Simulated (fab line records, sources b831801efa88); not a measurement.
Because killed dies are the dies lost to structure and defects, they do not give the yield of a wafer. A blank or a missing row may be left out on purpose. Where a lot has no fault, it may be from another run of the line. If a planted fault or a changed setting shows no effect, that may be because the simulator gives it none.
fab line records	flow sky130
record lots=12	wafers=35	last_day=50
route steps=708 shown METAL1@436 PAD_OPEN@708
lots with no fault: from the same line, run without faults
start_h: start of the lot's first displayed wafer, in hours after the record's first day	wait_h: hours elapsed since this lot's preceding step	" same as the row above	L1.1+2: several wafers, shown together as one row	- no value present, or no start provided	* or withheld: withheld	< > ~ a bound
route shown NAME@n: a module of which the file shows steps, and the number in the route of the first	usual: mean/standard deviation taken from wafers without a fault	same: alike in all rows	chamber/n: place in a boat	sites: per-site readings	_std_site: the values' standard deviation	_edge_site: mean of outer sites minus mean of inner sites	radius_mm: how far each site lies from the wafer's centre	mask NAME#n: copy n	behind: the tool/chamber that last shaped the wafer	hold: the reason the lot was held/the length of the hold in hours/how it ended	device: transistor that didn't switch, given as n, p or np	end of line: the same wafers' tests at the end of the route	step lacking rows: just its recipe	killed: the dies lost at the first sort to structure and to defects; this is not the yield of the wafer	map: a wafer's dies, x killed, . not, _ none there
set.NAME: the setting as run; set.NAME@STEP: as run at that earlier step	model.NAME: the simulator's own value behind a step, which no gauge read
one table for each step of the route and one row for each wafer, over a sample of lots
services: a tool's chamber out of use, with start hour (start_h, from the record's first day; less than 0 if before it), hours out, and reason
## steps
# step SKY_METAL1_SPUTTER_02
# recipe material=AlCu	target_thk_nm=250	power_w=10600	time_s=13.3	chamber_pressure_pa=0.4
# usual throttle_valve_pct=29.8/1
lot.wafer	tool	chamber	start_h	wait_h	throttle_valve_pct
L757.1	pvd_sputter-03	-	737.73	0.0	30.4
L757.3	"	-	"	"	28.0
L757.4	"	-	"	"	28.3
L766.1	pvd_sputter-03	-	810.23	0.0	28.6
L766.2	"	-	"	"	30.6
L768.3	pvd_sputter-01	-	825.04	0.0	29.7
L768.4	"	-	"	"	29.5
L768.6	"	-	"	"	30.4
L769.2	pvd_sputter-01	-	828.48	0.0	29.3
L769.3	"	-	"	"	30.5
L769.4	"	-	"	"	29.5
L770.1	pvd_sputter-01	-	840.60	0.0	29.7
L770.4	"	-	"	"	29.7
L770.5	"	-	"	"	28.3
L771.3	pvd_sputter-04	-	851.06	0.0	30.4
L771.5	"	-	"	"	31.2
L771.6	"	-	"	"	29.8
L774.1	pvd_sputter-01	-	878.64	0.0	30.4
L774.4	"	-	"	"	28.1
L774.6	"	-	"	"	28.1
L773.2	pvd_sputter-04	-	881.40	0.0	31.0
L773.3	"	-	"	"	31.4
L773.5	"	-	"	"	29.9
L775.1	pvd_sputter-04	-	889.69	0.0	31.3
L775.4	"	-	"	"	29.7
L775.6	"	-	"	"	29.7
L777.2	pvd_sputter-03	-	890.77	0.0	28.3
L777.4	"	-	"	"	30.5
L777.5	"	-	"	"	30.5
L778.2	pvd_sputter-04	-	903.53	0.0	30.4
L778.3	"	-	"	"	30.0
L778.6	"	-	"	"	30.1
L779.1	pvd_sputter-04	-	908.17	0.0	30.1
L779.2	"	-	"	"	30.4
L779.3	"	-	"	"	31.2
# step SKY_METAL1_RS_MEAS_05
# recipe thk_meas_gauge=four-point-probe	reads=TiN_of_METAL1_SPUTTER_04+Ti_of_METAL1_SPUTTER_03+AlCu_of_METAL1_SPUTTER_02+TiN_of_METAL1_SPUTTER_01+Ti_of_METAL1_SPUTTER_00
# usual METAL1_ALCU_RS=0.1272/0.0013
lot.wafer	tool	chamber	start_h	wait_h	hold	METAL1_ALCU_RS[ohm/sq]
L757.1	film_metro-01	-	737.82	0.0	-	0.1283
L757.3	"	-	"	"	-	0.1273
L757.4	"	-	"	"	-	0.1273
L766.1	film_metro-01	-	810.32	0.0	await_dispo/0.2h/release	0.0994
L766.2	"	-	"	"	await_dispo/0.2h/release	0.1296
L766.1	film_metro-01	-	810.61	0.3	-	0.0997
L766.2	"	-	"	"	-	0.1297
L768.3	film_metro-01	-	825.17	0.1	-	0.1273
L768.4	"	-	"	"	-	0.1280
L768.6	"	-	"	"	-	0.1274
L769.2	film_metro-03	-	828.60	0.0	-	0.1279
L769.3	"	-	"	"	-	0.1284
L769.4	"	-	"	"	-	0.1271
L770.1	film_metro-03	-	840.69	0.0	-	0.1273
L770.4	"	-	"	"	-	0.1258
L770.5	"	-	"	"	-	0.1271
L771.3	film_metro-01	-	851.19	0.1	-	0.1257
L771.5	"	-	"	"	-	0.1260
L771.6	"	-	"	"	-	0.1249
L774.1	film_metro-04	-	878.73	0.0	-	0.1280
L774.4	"	-	"	"	-	0.1271
L774.6	"	-	"	"	-	0.1279
L773.2	film_metro-04	-	881.52	0.0	-	0.1286
L773.3	"	-	"	"	-	0.1278
L773.5	"	-	"	"	-	0.1294
L775.1	film_metro-03	-	889.78	0.0	-	0.1279
L775.4	"	-	"	"	-	0.1267
L775.6	"	-	"	"	-	0.1269
L777.2	film_metro-04	-	890.88	0.0	-	0.1256
L777.4	"	-	"	"	-	0.1268
L777.5	"	-	"	"	-	0.1264
L778.2	film_metro-03	-	903.64	0.0	-	0.1256
L778.3	"	-	"	"	-	0.1254
L778.6	"	-	"	"	-	0.1256
L779.1	film_metro-01	-	908.26	0.0	-	0.1264
L779.2	"	-	"	"	-	0.1262
L779.3	"	-	"	"	-	0.1266
# step SKY_METAL1_THK_MEAS_06
# recipe thk_meas_gauge=xrf	reads=AlCu_of_METAL1_SPUTTER_02
# usual METAL1_ALCU_THK=245.4/2.9
lot.wafer	tool	chamber	start_h	wait_h	hold	METAL1_ALCU_THK[nm]
L757.1	film_metro-01	-	737.94	0.1	-	246.4
L757.3	"	-	"	"	-	246.4
L757.4	"	-	"	"	-	247.2
L766.1	film_metro-01	-	816.39	5.8	await_dispo/0.2h/release	311.7
L766.2	"	-	"	"	await_dispo/0.2h/release	242.3
L766.1	film_metro-01	-	816.65	0.2	-	309.8
L766.2	"	-	"	"	-	242.3
L768.3	film_metro-01	-	825.27	0.1	-	245.7
L768.4	"	-	"	"	-	243.4
L768.6	"	-	"	"	-	245.5
L769.2	film_metro-03	-	828.71	0.1	-	242.9
L769.3	"	-	"	"	-	243.1
L769.4	"	-	"	"	-	245.2
L770.1	film_metro-03	-	840.81	0.1	-	242.2
L770.4	"	-	"	"	-	245.5
L770.5	"	-	"	"	-	243.8
L771.3	film_metro-01	-	851.29	0.1	-	247.7
L771.5	"	-	"	"	-	248.3
L771.6	"	-	"	"	-	248.8
L774.1	film_metro-04	-	878.85	0.1	-	244.1
L774.4	"	-	"	"	-	247.3
L774.6	"	-	"	"	-	245.7
L773.2	film_metro-04	-	881.63	0.1	-	243.7
L773.3	"	-	"	"	-	246.2
L773.5	"	-	"	"	-	244.1
L775.1	film_metro-03	-	889.90	0.1	-	244.0
L775.4	"	-	"	"	-	245.8
L775.6	"	-	"	"	-	246.9
L777.2	film_metro-04	-	890.99	0.1	-	249.4
L777.4	"	-	"	"	-	248.1
L777.5	"	-	"	"	-	248.0
L778.2	film_metro-03	-	903.75	0.1	-	248.6
L778.3	"	-	"	"	-	250.6
L778.6	"	-	"	"	-	250.0
L779.1	film_metro-01	-	908.38	0.1	-	245.2
L779.2	"	-	"	"	-	246.8
L779.3	"	-	"	"	-	245.6
# step SKY_METAL1_METAL_ETCH_19
# recipe target_depth_a=3600	stop_on=SiO2	over_etch_frac=0.3	time_s=78	chemistry=Cl2/BCl3	resist_sidewall_deg=88	pressure_mtorr=10	icp_w=900	bias_w=48.5	Cl2_flow_sccm=60	bcl3_flow_sccm=30
# usual drypump_motor_current_A=5.63/0.28	he_backside_leak_sccm=3.36/0.17	oes_product_au=0.854/0.0056	throttle_valve_pct=22.265/0.0095
lot.wafer	tool	chamber	start_h	wait_h	drypump_motor_current_A	he_backside_leak_sccm	oes_product_au	rf_hours_counter_h	throttle_valve_pct
L757.1	rie_metal-02	1	765.00	0.0	5.71	3.42	0.844	14	22.260
L757.3	"	1	"	"	5.70	3.38	0.855	-	22.251
L757.4	"	0	"	"	5.69	3.32	0.853	-	22.270
L766.1	rie_metal-04	1	836.75	0.0	5.86	3.42	0.898	15	22.268
L766.2	"	0	"	"	5.73	3.20	0.861	6	22.253
L768.3	rie_metal-01	1	851.38	0.1	4.93	3.59	0.856	-	22.262
L768.4	"	0	"	"	5.68	3.28	0.853	-	22.262
L768.6	"	1	"	"	4.90	3.62	0.847	-	22.256
L769.2	rie_metal-04	0	855.10	0.0	5.73	3.01	0.863	7	22.267
L769.3	"	0	"	"	5.72	2.99	0.847	-	22.258
L769.4	"	1	"	"	5.90	3.39	0.850	-	22.274
L770.1	rie_metal-02	0	867.05	0.0	5.68	3.41	0.858	10	22.263
L770.4	"	1	"	"	5.70	3.44	0.860	-	22.275
L770.5	"	0	"	"	5.68	3.50	0.852	-	22.266
L771.3	rie_metal-01	0	878.28	0.1	5.70	3.36	0.850	-	22.274
L771.5	"	0	"	"	5.71	3.58	0.845	-	22.268
L771.6	"	1	"	"	4.94	3.77	0.855	-	22.261
L774.1	rie_metal-02	1	905.83	0.0	5.71	3.48	0.855	4	22.244
L774.4	"	1	"	"	5.70	3.37	0.856	-	22.252
L774.6	"	0	"	"	5.68	3.36	0.842	-	22.259
L773.2	rie_metal-02	1	907.60	0.0	5.71	3.36	0.854	5	22.255
L773.3	"	0	"	"	5.71	3.38	0.850	-	22.270
L773.5	"	1	"	"	5.68	3.59	0.850	-	22.251
L775.1	rie_metal-02	0	915.50	0.0	5.68	3.34	0.853	12	22.278
L775.4	"	0	"	"	5.70	3.39	0.857	-	22.278
L775.6	"	1	"	"	5.71	3.54	0.849	-	22.263
L777.2	rie_metal-04	1	916.48	0.0	5.88	3.32	0.858	0	22.272
L777.4	"	0	"	"	5.71	3.08	0.852	-	22.268
L777.5	"	0	"	"	5.70	3.09	0.853	-	22.243
L778.2	rie_metal-02	1	928.40	0.0	5.70	3.35	0.854	5	22.255
L778.3	"	0	"	"	5.70	3.38	0.860	-	22.271
L778.6	"	1	"	"	5.70	3.35	0.861	-	22.258
L779.1	rie_metal-01	0	932.90	0.0	5.69	3.26	0.849	15	22.275
L779.2	"	1	"	"	4.93	3.54	0.860	10	22.285
L779.3	"	0	"	"	5.68	3.56	0.860	-	22.263
# step SKY_PAD_OPEN_PROBE_99
# usual defect_limited_yield=82.6/1.8	killed_at_M0_to_M3=43/7	killed_at_M4_up=3.4/1.9	killed_at_contacts=24/5.4	killed_at_front_end=15/4.4	killed_at_other=0.4/0.63	killed_dies=86/9.1	killed_open=46/6.6	killed_short=39/6.6	sort_bin_3_pad_short=0.9/0.46	sort_bin_5_function=10.3/1.4	sort_bin_6_memory=6.2/1.1	sort_n_pass=406/9.1	sort_yield_pct=82.6/1.8
# same gross_dies=492	killed_at_back_side=0	sort_bin_4_leakage[%]=0	sort_bin_8_speed[%]=0
lot.wafer	tool	chamber	start_h	wait_h	hold	defect_limited_yield[%]	killed_at_M0_to_M3	killed_at_M4_up	killed_at_contacts	killed_at_front_end	killed_at_other	killed_dies	killed_open	killed_short	sort_bin_3_pad_short[%]	sort_bin_5_function[%]	sort_bin_6_memory[%]	sort_n_pass	sort_yield_pct[%]
L757.1	prober-02	-	1078.15	0.1	-	84.8	47	4	13	11	0	75	45	30	0.6	8.5	6.1	417	84.8
L757.3	prober-02	-	1078.25	0.2	-	77.2	61	4	37	10	0	112	66	46	1.0	14.4	7.3	380	77.2
L757.4	prober-02	-	1078.30	0.2	-	81.1	52	0	32	9	0	93	54	39	1.2	9.1	8.5	399	81.1
L766.1	prober-01	-	1130.77	0.1	await_dispo/6.4h/release	86.0	38	2	18	11	0	69	39	30	0.4	9.3	4.3	423	86.0
L766.2	prober-01	-	1130.82	0.1	await_dispo/6.4h/release	83.7	44	1	22	13	0	80	39	41	0.6	9.1	6.5	412	83.7
L768.3	prober-01	-	1143.12	0.2	-	82.3	50	6	14	16	1	87	44	43	0.4	12.2	5.1	405	82.3
L768.4	prober-01	-	1143.17	0.2	-	83.7	42	1	23	14	0	80	51	29	0.2	11.2	4.9	412	83.7
L768.6	prober-01	-	1143.27	0.2	-	82.1	42	3	24	18	1	88	50	38	1.2	10.6	6.1	404	82.1
L769.2	prober-02	-	1147.09	0.1	-	84.3	34	3	20	20	0	77	46	31	0.8	9.3	5.5	415	84.3
L769.3	prober-02	-	1147.14	0.2	-	82.1	41	7	21	18	1	88	48	40	1.2	10.0	6.7	404	82.1
L769.4	prober-02	-	1147.19	0.2	-	82.7	29	4	25	26	1	85	45	40	1.4	10.6	5.3	407	82.7
L770.1	prober-01	-	1153.27	0.1	-	82.5	51	3	16	16	0	86	47	39	0.6	10.0	6.9	406	82.5
L770.4	prober-01	-	1153.42	0.2	-	82.7	43	2	28	12	0	85	47	38	1.2	11.0	5.1	407	82.7
L770.5	prober-01	-	1153.47	0.2	-	79.5	59	5	21	16	0	101	54	47	1.0	12.2	7.3	391	79.5
L771.3	prober-02	-	1163.45	0.2	-	87.0	34	0	15	15	0	64	38	26	0.6	7.9	4.5	428	87.0
L771.5	prober-02	-	1163.55	0.2	-	80.7	46	5	26	17	1	95	57	37	0.4	12.2	6.7	397	80.7
L771.6	prober-02	-	1163.60	0.2	-	84.6	44	3	21	8	0	76	48	28	0.6	10.0	4.9	416	84.6
L774.1	prober-02	-	1181.45	0.1	-	80.5	50	1	29	15	1	96	56	40	0.8	10.8	7.9	396	80.5
L774.4	prober-02	-	1181.60	0.2	-	82.5	39	4	26	17	0	86	53	33	0.4	10.2	6.9	406	82.5
L774.6	prober-02	-	1181.70	0.2	-	82.9	50	4	20	9	1	84	37	46	1.8	8.1	7.1	408	82.9
L773.2	prober-01	-	1183.00	0.1	-	85.0	41	5	16	12	0	74	48	26	0.8	9.1	5.1	418	85.0
L773.3	prober-01	-	1183.05	0.2	-	84.6	44	2	24	6	0	76	45	31	0.4	8.3	6.7	416	84.6
L773.5	prober-01	-	1183.15	0.2	-	82.5	38	5	22	21	0	86	43	43	1.0	10.2	6.3	406	82.5
L775.1	prober-01	-	1187.24	0.1	-	82.5	40	3	21	21	1	86	43	43	1.2	10.4	5.9	406	82.5
L775.4	prober-01	-	1187.39	0.2	-	84.3	41	2	23	11	0	77	41	36	0.4	10.8	4.5	415	84.3
L775.6	prober-01	-	1187.49	0.2	-	82.5	38	6	29	13	0	86	46	39	0.8	10.6	6.1	406	82.5
L777.2	prober-02	-	1188.30	0.1	-	82.9	39	6	22	17	0	84	46	38	0.6	12.0	4.5	408	82.9
L777.4	prober-02	-	1188.40	0.2	-	83.1	37	3	30	13	0	83	50	33	1.0	8.9	6.9	409	83.1
L777.5	prober-02	-	1188.45	0.2	-	84.8	35	3	25	12	0	75	37	38	1.2	8.5	5.5	417	84.8
L778.2	prober-01	-	1194.92	0.1	-	84.8	34	3	24	14	0	75	39	36	1.4	8.1	5.7	417	84.8
L778.3	prober-01	-	1194.97	0.2	-	80.7	44	0	33	17	1	95	39	56	0.8	10.4	8.1	397	80.7
L778.6	prober-01	-	1195.12	0.2	-	86.2	34	1	20	13	0	68	33	35	0.4	9.3	4.1	424	86.2
L779.1	prober-02	-	1201.02	0.1	-	82.7	52	2	15	14	2	85	50	33	0.2	11.4	5.7	407	82.7
L779.2	prober-02	-	1201.07	0.1	-	78.5	50	9	24	21	2	106	49	56	2.0	11.8	7.7	386	78.5
L779.3	prober-02	-	1201.12	0.2	-	83.5	45	7	20	9	0	81	44	37	1.0	9.6	5.9	411	83.5
# killed by level:class
L757.1 VIA1:geometric_particle:open=18 VIA3:geometric_particle:open=10 CONTACT:geometric_particle:open=6 FIELD_ISO:geometric_particle:short=5 METAL1:geometric_particle:short=5 CONTACT:geometric_particle:short=4 VIA2:geometric_particle:open=4 VIA1:geometric_particle:short=3
L757.3 VIA1:geometric_particle:open=18 LI_CONTACT:geometric_particle:open=13 CONTACT:geometric_particle:open=12 VIA1:geometric_particle:short=9 CONTACT:geometric_particle:short=7 VIA2:geometric_particle:open=7 VIA3:geometric_particle:open=6 FIELD_ISO:geometric_particle:open=5
L757.4 VIA1:geometric_particle:open=13 CONTACT:geometric_particle:open=11 CONTACT:geometric_particle:short=8 METAL1:geometric_particle:short=8 VIA2:geometric_particle:open=8 LI_CONTACT:geometric_particle:open=7 VIA3:geometric_particle:open=7 VIA2:geometric_particle:short=7
L766.1 VIA1:geometric_particle:open=17 LI_CONTACT:geometric_particle:open=6 METAL3:geometric_particle:short=6 LOCAL_INTERCONNECT:geometric_particle:short=4 CONTACT:geometric_particle:open=4 VIA2:geometric_particle:short=4 POLY_GATE:geometric_particle:short=3 VIA2:geometric_particle:open=3
L766.2 VIA2:geometric_particle:open=11 CONTACT:geometric_particle:short=9 VIA1:geometric_particle:open=8 CONTACT:geometric_particle:open=7 VIA1:geometric_particle:short=6 VIA3:geometric_particle:open=6 FIELD_ISO:geometric_particle:short=4 METAL1:geometric_particle:short=4
L768.3 VIA2:geometric_particle:open=9 METAL1:geometric_particle:short=7 VIA3:geometric_particle:open=6 CONTACT:geometric_particle:open=5 VIA1:geometric_particle:open=5 FIELD_ISO:geometric_particle:open=4 POLY_GATE:geometric_particle:open=4 METAL2:geometric_particle:short=4
L768.4 LI_CONTACT:geometric_particle:open=13 VIA1:geometric_particle:open=11 METAL1:geometric_particle:short=6 VIA2:geometric_particle:open=6 VIA1:geometric_particle:short=5 VIA3:geometric_particle:open=5 POLY_GATE:geometric_particle:open=4 CONTACT:geometric_particle:open=4
L768.6 VIA1:geometric_particle:open=11 CONTACT:geometric_particle:open=10 VIA2:geometric_particle:open=8 POLY_GATE:geometric_particle:short=7 LI_CONTACT:geometric_particle:open=6 METAL1:geometric_particle:short=6 METAL2:geometric_particle:short=5 FIELD_ISO:geometric_particle:open=4
L769.2 VIA1:geometric_particle:open=11 CONTACT:geometric_particle:open=9 FIELD_ISO:geometric_particle:open=6 POLY_GATE:geometric_particle:open=6 VIA2:geometric_particle:open=5 LOCAL_INTERCONNECT:geometric_particle:short=4 CONTACT:geometric_particle:short=4 VIA2:geometric_particle:short=4
L769.3 VIA1:geometric_particle:open=9 FIELD_ISO:geometric_particle:open=7 LI_CONTACT:geometric_particle:open=7 METAL4:geometric_particle:short=7 CONTACT:geometric_particle:open=7 METAL1:geometric_particle:short=7 VIA3:geometric_particle:open=7 VIA2:geometric_particle:open=6
L769.4 FIELD_ISO:geometric_particle:open=10 CONTACT:geometric_particle:open=10 FIELD_ISO:geometric_particle:short=9 VIA1:geometric_particle:open=9 LI_CONTACT:geometric_particle:open=6 CONTACT:geometric_particle:short=5 METAL3:geometric_particle:short=4 POLY_GATE:geometric_particle:short=3
L770.1 VIA1:geometric_particle:open=12 VIA2:geometric_particle:open=11 VIA1:geometric_particle:short=7 LI_CONTACT:geometric_particle:open=5 CONTACT:geometric_particle:open=5 VIA2:geometric_particle:short=5 FIELD_ISO:geometric_particle:open=4 FIELD_ISO:geometric_particle:short=3
L770.4 VIA1:geometric_particle:open=11 CONTACT:geometric_particle:open=10 LI_CONTACT:geometric_particle:open=7 LOCAL_INTERCONNECT:geometric_particle:short=6 METAL2:geometric_particle:short=6 VIA1:geometric_particle:short=5 LI_CONTACT:geometric_particle:short=4 METAL1:geometric_particle:short=4
L770.5 VIA1:geometric_particle:open=12 CONTACT:geometric_particle:open=9 VIA2:geometric_particle:open=9 VIA3:geometric_particle:open=8 FIELD_ISO:geometric_particle:short=7 METAL2:geometric_particle:short=7 VIA2:geometric_particle:short=6 LI_CONTACT:geometric_particle:open=5
L771.3 VIA1:geometric_particle:open=13 VIA2:geometric_particle:open=7 FIELD_ISO:geometric_particle:short=6 LI_CONTACT:geometric_particle:open=4 LOCAL_INTERCONNECT:geometric_particle:short=4 CONTACT:geometric_particle:open=4 METAL2:geometric_particle:short=4 FIELD_ISO:geometric_particle:open=3
L771.5 VIA1:geometric_particle:open=14 CONTACT:geometric_particle:open=10 VIA3:geometric_particle:open=9 METAL1:geometric_particle:short=8 LI_CONTACT:geometric_particle:open=7 FIELD_ISO:geometric_particle:short=5 POLY_GATE:geometric_particle:short=5 LOCAL_INTERCONNECT:geometric_particle:short=4
L771.6 VIA1:geometric_particle:open=16 CONTACT:geometric_particle:open=8 VIA3:geometric_particle:open=8 POLY_GATE:geometric_particle:short=5 VIA2:geometric_particle:open=5 METAL2:geometric_particle:short=5 LI_CONTACT:geometric_particle:open=4 LOCAL_INTERCONNECT:geometric_particle:short=4
L774.1 CONTACT:geometric_particle:open=14 VIA2:geometric_particle:open=10 LI_CONTACT:geometric_particle:open=9 METAL2:geometric_particle:short=9 METAL1:geometric_particle:short=9 VIA1:geometric_particle:open=6 VIA3:geometric_particle:open=5 FIELD_ISO:geometric_particle:short=4
L774.4 LI_CONTACT:geometric_particle:open=10 VIA1:geometric_particle:open=9 METAL2:geometric_particle:short=7 VIA3:geometric_particle:open=6 FIELD_ISO:geometric_particle:open=5 POLY_GATE:geometric_particle:open=5 POLY_GATE:geometric_particle:short=4 LOCAL_INTERCONNECT:geometric_particle:short=4
L774.6 VIA1:geometric_particle:short=8 VIA1:geometric_particle:open=8 METAL2:geometric_particle:short=8 VIA3:geometric_particle:open=8 CONTACT:geometric_particle:open=7 VIA2:geometric_particle:open=6 LI_CONTACT:geometric_particle:open=5 CONTACT:geometric_particle:short=4
L773.2 VIA2:geometric_particle:open=12 VIA1:geometric_particle:open=12 LI_CONTACT:geometric_particle:open=6 CONTACT:geometric_particle:open=6 METAL4:geometric_particle:short=3 LOCAL_INTERCONNECT:geometric_particle:short=3 VIA1:geometric_particle:short=3 METAL2:geometric_particle:short=3
L773.3 CONTACT:geometric_particle:open=11 VIA1:geometric_particle:open=10 VIA2:geometric_particle:open=9 METAL2:geometric_particle:short=7 LI_CONTACT:geometric_particle:open=5 VIA3:geometric_particle:short=5 VIA3:geometric_particle:open=4 LOCAL_INTERCONNECT:geometric_particle:short=3
L773.5 CONTACT:geometric_particle:open=13 VIA3:geometric_particle:open=6 VIA2:geometric_particle:open=6 VIA1:geometric_particle:open=5 POLY_GATE:geometric_particle:open=5 METAL1:geometric_particle:short=5 VIA1:geometric_particle:short=5 POLY_GATE:geometric_particle:short=4
L775.1 VIA1:geometric_particle:open=12 POLY_GATE:geometric_particle:short=9 LI_CONTACT:geometric_particle:open=6 CONTACT:geometric_particle:open=6 METAL1:geometric_particle:short=6 VIA2:geometric_particle:open=6 METAL3:geometric_particle:short=5 FIELD_ISO:geometric_particle:open=4
L775.4 VIA1:geometric_particle:open=8 CONTACT:geometric_particle:open=7 VIA2:geometric_particle:open=7 VIA3:geometric_particle:open=6 LI_CONTACT:geometric_particle:short=5 LI_CONTACT:geometric_particle:open=5 VIA1:geometric_particle:short=5 METAL2:geometric_particle:short=4
L775.6 CONTACT:geometric_particle:open=10 LOCAL_INTERCONNECT:geometric_particle:short=9 VIA1:geometric_particle:open=8 VIA3:geometric_particle:open=6 METAL1:geometric_particle:short=6 VIA2:geometric_particle:open=5 METAL4:geometric_particle:short=5 LI_CONTACT:geometric_particle:open=4
L777.2 CONTACT:geometric_particle:open=10 VIA1:geometric_particle:open=9 FIELD_ISO:geometric_particle:short=7 VIA2:geometric_particle:open=7 FIELD_ISO:geometric_particle:open=4 LI_CONTACT:geometric_particle:open=4 CONTACT:geometric_particle:short=4 METAL2:geometric_particle:short=4
L777.4 CONTACT:geometric_particle:open=16 VIA3:geometric_particle:open=10 METAL1:geometric_particle:short=6 CONTACT:geometric_particle:short=5 METAL2:geometric_particle:short=5 VIA2:geometric_particle:open=5 POLY_GATE:geometric_particle:open=4 LI_CONTACT:geometric_particle:open=4
L777.5 VIA1:geometric_particle:open=8 CONTACT:geometric_particle:open=7 LI_CONTACT:geometric_particle:open=6 LOCAL_INTERCONNECT:geometric_particle:short=6 VIA1:geometric_particle:short=5 METAL3:geometric_particle:short=4 VIA2:geometric_particle:open=4 FIELD_ISO:geometric_particle:short=3
L778.2 CONTACT:geometric_particle:open=9 POLY_GATE:geometric_particle:open=6 VIA2:geometric_particle:open=6 VIA1:geometric_particle:open=6 LOCAL_INTERCONNECT:geometric_particle:short=5 CONTACT:geometric_particle:short=5 METAL2:geometric_particle:short=4 LI_CONTACT:geometric_particle:open=4
L778.3 CONTACT:geometric_particle:open=11 CONTACT:geometric_particle:short=10 VIA1:geometric_particle:open=8 METAL2:geometric_particle:short=8 VIA2:geometric_particle:short=7 LOCAL_INTERCONNECT:geometric_particle:short=6 POLY_GATE:geometric_particle:open=5 VIA1:geometric_particle:short=5
L778.6 CONTACT:geometric_particle:open=6 METAL1:geometric_particle:short=6 VIA1:geometric_particle:open=6 LI_CONTACT:geometric_particle:open=5 FIELD_ISO:geometric_particle:short=4 LOCAL_INTERCONNECT:geometric_particle:short=4 CONTACT:geometric_particle:short=4 VIA3:geometric_particle:short=4
L779.1 VIA1:geometric_particle:open=18 CONTACT:geometric_particle:open=6 VIA2:geometric_particle:open=6 VIA3:geometric_particle:open=6 VIA2:geometric_particle:short=5 LI_CONTACT:geometric_particle:open=4 METAL1:geometric_particle:short=4 VIA1:geometric_particle:short=4
L779.2 VIA1:geometric_particle:open=9 VIA2:geometric_particle:open=8 VIA1:geometric_particle:short=8 CONTACT:geometric_particle:open=7 METAL4:geometric_particle:short=7 LI_CONTACT:geometric_particle:open=6 CONTACT:geometric_particle:short=5 METAL1:geometric_particle:short=5
L779.3 VIA3:geometric_particle:open=12 LI_CONTACT:geometric_particle:open=9 VIA1:geometric_particle:open=8 METAL4:geometric_particle:short=6 METAL2:geometric_particle:short=6 METAL1:geometric_particle:short=5 CONTACT:geometric_particle:short=4 CONTACT:geometric_particle:open=4
## services
tool	chamber	start_h	hours	kind
rie_metal-04	-	749.36	1.1	repair
pvd_sputter-03	-	766.08	4.3	repair
rie_metal-02	1	768.17	-	clean
rie_metal-02	1	768.17	24.4	scheduled_down
rie_metal-02	1	768.17	24.4	vent_cycle
rie_metal-01	-	789.68	0.4	repair
rie_metal-01	1	791.01	18.2	repair
pvd_sputter-03	-	794.92	6.0	repair
rie_metal-02	-	823.72	2.8	pm
rie_metal-01	-	833.42	4.0	pm
rie_metal-04	1	892.46	-	clean
rie_metal-04	1	892.46	19.4	scheduled_down
rie_metal-04	1	892.46	19.4	vent_cycle
rie_metal-01	-	902.66	15.6	pm
pvd_sputter-01	-	911.04	14.2	repair
rie_metal-01	-	923.76	2.7	repair
## key
first_sign step=SKY_METAL1_RS_MEAS_05	reading=visit	direction=added
effect step=SKY_METAL1_RS_MEAS_05	reading=METAL1_ALCU_RS	direction=down	sigmas=21	usual=0.1272	struck=0.0994
effect step=SKY_METAL1_THK_MEAS_06	reading=visit	direction=added
effect step=SKY_METAL1_THK_MEAS_06	reading=METAL1_ALCU_THK	direction=up	sigmas=23	usual=245.4	struck=311.7
effect step=SKY_METAL1_METAL_ETCH_19	reading=oes_product_au	direction=up	sigmas=7.9	usual=0.854	struck=0.898
met_at SKY_METAL1_SPUTTER_02
struck_lots L766
struck_wafers L766.1
onset_between 737.73 810.23
fault kind=process_parameter_drift	tool=pvd_sputter-03	chamber=-	onset_h=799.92	steps=SKY_METAL1_SPUTTER_02	channel=time_s	offset=*	shape=step	end_h=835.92	scope=struck_wafers_only	acts_in=*	stated=*
